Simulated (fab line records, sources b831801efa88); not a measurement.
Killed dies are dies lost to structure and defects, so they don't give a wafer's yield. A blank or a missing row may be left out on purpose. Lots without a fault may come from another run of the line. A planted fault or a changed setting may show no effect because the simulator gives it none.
Chamber matching | flow sky130 | SKY_SPACER_ETCHBACK_02 on rie_diel-04: 4 sister chambers
The step etches Si3N4 in CH3F/O2, stops on SiO2, time 46.7 s, target depth 45 nm. 4 wafers are shown with their chamber, then 9 later ones without.

WAFERS WITH THEIR CHAMBER
wafer  | chamber | drypump_motor_current_A (A)
L661.1 | 0       | 6.2
L670.1 | 1       | 6.3
L670.3 | 3       | 4.9
L670.5 | 2       | 5.5

WAFERS WITHOUT THEIR CHAMBER
wafer  | drypump_motor_current_A (A)
L671.1 | 6.3
L671.5 | 5.6
L671.6 | 6.3
L674.1 | 6.2
L674.2 | 5.5
L674.6 | 5.5
L675.3 | 5.5
L675.5 | 4.9
L675.6 | 5.5

WHICH CHAMBER EACH WENT THROUGH
wafer  | from the rows above | in truth
L671.1 | 1                   | 1
L671.5 | 2                   | 2
L671.6 | 1                   | 1
L674.1 | 0                   | 0
L674.2 | 2                   | 2
L674.6 | 2                   | 2
L675.3 | 2                   | 2
L675.5 | 3                   | 3
L675.6 | 2                   | 2
Placed correctly: 9 of 9. Can't be placed from these rows: 0. Placed wrongly: 0.
How it was worked out, from the rows above alone: a wafer's distance from a chamber is the root of the sum, over the readings, of the square of ((its reading less the chamber's mean) divided by the reading's scatter). The wafer belongs to the nearest chamber; if the next one is less than 2 further off, it can't be placed. A chamber's mean is the mean of its shown wafers. The scatter: with one shown wafer a chamber, the root of the mean of the squares of how far each hidden wafer lies from its nearest shown one.
